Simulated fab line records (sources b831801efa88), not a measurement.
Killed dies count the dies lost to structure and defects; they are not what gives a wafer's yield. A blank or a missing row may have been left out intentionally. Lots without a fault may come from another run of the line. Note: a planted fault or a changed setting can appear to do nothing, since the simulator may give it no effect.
Matching of chambers | flow gf180mcu | pecvd-03 running GF_V1_CVD_02: 3 sister chambers
The step deposits SiO2 from TEOS, target thk 850 nm, time 94.851 s. 3 wafers are shown with their chamber, then 7 later ones without.

WAFERS, EACH WITH ITS CHAMBER
wafer  | chamber | heater power outer w (W)
L452.5 | 0       | 229
L453.1 | 2       | 322
L453.3 | 1       | 511

WAFERS WITHOUT THEIR CHAMBER
wafer  | heater power outer w (W)
L453.5 | 349
L457.3 | 292
L457.5 | 494
L457.6 | 311
L462.2 | 499
L462.3 | 288
L462.5 | 314

WHICH CHAMBER EACH WENT THROUGH
wafer  | from the rows above     | in truth
L453.5 | 2                       | 2
L457.3 | can't be placed: 2 or 0 | 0
L457.5 | 1                       | 1
L457.6 | 2                       | 2
L462.2 | 1                       | 1
L462.3 | can't be placed: 2 or 0 | 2
L462.5 | 2                       | 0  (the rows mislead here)
4 of 7 placed correctly. Not placeable from these rows: 2 (in 2, the candidates include the true chamber). Placed wrongly: 1.
How it was worked out, from the rows above alone: a wafer's distance from a chamber is the root of the sum, over the readings, of the square of ((its reading less the chamber's mean) divided by the reading's scatter). If the next closest chamber is less than 2 further off than the closest, the wafer can't be placed; otherwise it belongs to the closest. For every chamber, the mean is computed from those of its wafers that are shown. The scatter: with one shown wafer a chamber, the root of the mean of the squares of how far each hidden wafer lies from its nearest shown one.
